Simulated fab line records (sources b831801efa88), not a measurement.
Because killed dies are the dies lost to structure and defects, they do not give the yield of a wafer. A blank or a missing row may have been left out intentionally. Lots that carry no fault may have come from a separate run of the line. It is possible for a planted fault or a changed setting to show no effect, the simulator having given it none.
A struck lot beside a sound one -- flow sky130 -- 15 out of 708 route steps
Sound: these wafers, L239.2, L239.4, L239.5. Struck: wafer L248.5; the same lot's L248.4 was not struck, so it is left out; see the end for the cause.
For every step that has rows: the tool of each side, followed by ch and its chambers, followed by its first start. Under that, the readings that differ: sound wafers -- struck wafers -- difference of the means -- sigmas: that difference in standard deviations of wafers without a fault.
alike: a reading whose means differ by less than 2 such deviations, as well as words and numbers matching on both sides. not compared: withheld readings; readings where some wafer has no value; bounds like >300 that might hide an equal value; numbers whose values overlap and for which the record gives no deviation.
Wherever a step has rows on one side only, a row that says differs or no value, or a row with sigmas, the two part there. Numbers that don't overlap but have no deviation are shown without sigmas and don't part them. A reading missing from all wafers of one side parts the sides only when that side holds two or more wafers.

first, 7 steps without rows for these wafers: SKY_METAL3_HMDS_06 (prime time 60 s); SKY_METAL3_COAT_07 (resist thk 60 nm); SKY_METAL3_COAT_08 (resist thk 1140 nm); SKY_METAL3_SOFTBAKE_09 (time 90 s); SKY_METAL3_EXPOSE_10 (exposes mask MM3, target cd 300 nm); SKY_METAL3_PEB_11; SKY_METAL3_DEVELOP_12 (develop time 60 s).
SKY_METAL3_CD_MEAS_13: the cd target is 300 nm.
  sound on cdSem-02 at day 39 22:35; struck on cdSem-01 at day 42 08:33
  alike: cdNm
SKY_METAL3_OVL_MEAS_14:
  sound on overlay-01 at day 39 22:41; struck on overlay-02 at day 42 08:38
reading,sound,struck,difference,sigmas
METAL3_OVL (nm),-11 -17 -7,4,+16,+3
SKY_METAL3_DESCUM_15: chemistry O2, time 8 s.
  sound on rieMetal-04 ch 0,1, day 39 22:43; struck on rieMetal-04 ch 0, day 42 08:40
  alike: chamberPressureMTorr, drypumpMotorCurrentA, heBacksideLeakSccm, oesProductAu
  not compared: rfHoursCounterH
SKY_METAL3_ETCH_16: etches BARC in N2/H2, stops on SiO2, time 88.2 s, target depth 60 nm.
  sound on rieMetal-04 ch 0,1, day 39 22:44; struck on rieMetal-04 ch 0, day 42 08:43
  alike: chamberPressureMTorr, drypumpMotorCurrentA, heBacksideLeakSccm, oesProductAu, runLengthS, throttleValvePct
  not compared: rfHoursCounterH
SKY_METAL3_ETCH_17: etches SiO2 in C4F8/O2/Ar, stops on TiN, time 3.9 s, target depth 15 nm.
  sound on rieDiel-02 ch 1,2, day 39 22:50; struck on rieDiel-04 ch 3, day 42 08:47
  alike: chamberPressureMTorr, oesProductAu
SKY_METAL3_METAL_ETCH_18: etches the open film in Cl2/BCl3, stops on SiO2, target depth 845 nm, time 183.1 s.
  sound on rieMetal-01 ch 0, day 39 22:52; struck on rieMetal-01 ch 0, day 42 08:51
reading,sound,struck,difference,sigmas
oesProductAu (a.u.),0.862 0.861 0.862,0.998,+0.136,+24
runLengthS (s),211.9 211.8 212.3,183.9,-28.1,-53
model.KrF-thick_of_METAL3_COAT_08.thkNm (nm),540.5 533.6 535.2,607.3,+70.9,
model.METAL3.cdNm (nm),301.9 295.8 299.6,307.4,+8.3,
model.SiO2_of_VIA2_HDPCVD_00.thkNm (nm),465.5 465.2 465.8,468.7,+3.2,
  alike: chamberPressureMTorr, drypumpMotorCurrentA, heBacksideLeakSccm, throttleValvePct
  not compared: rfHoursCounterH
SKY_METAL3_STRIP_19: strips in O2/N2.
  sound on plasmaAsher-03 ch 0,1, day 39 23:02; struck on plasmaAsher-03 ch 0, day 42 09:01
reading,sound,struck,difference,sigmas
oesProductAu (a.u.),0.507 0.502 0.515,0.543,+0.035,+7
stripTimeToEndpointS (s),6.66 6.59 6.61,7.32,+0.70,+12
  alike: chamberPressureMTorr, drypumpMotorCurrentA
  not compared: rfHoursCounterH
then, 1 step without rows for these wafers: SKY_METAL3_STRIP_20 (strips in post etch residue remover, time 1200 s).

WHERE THEY PART
Earliest at SKY_METAL3_OVL_MEAS_14; latest, in this record, at SKY_METAL3_STRIP_19.

WHY: what had been put in by the simulator
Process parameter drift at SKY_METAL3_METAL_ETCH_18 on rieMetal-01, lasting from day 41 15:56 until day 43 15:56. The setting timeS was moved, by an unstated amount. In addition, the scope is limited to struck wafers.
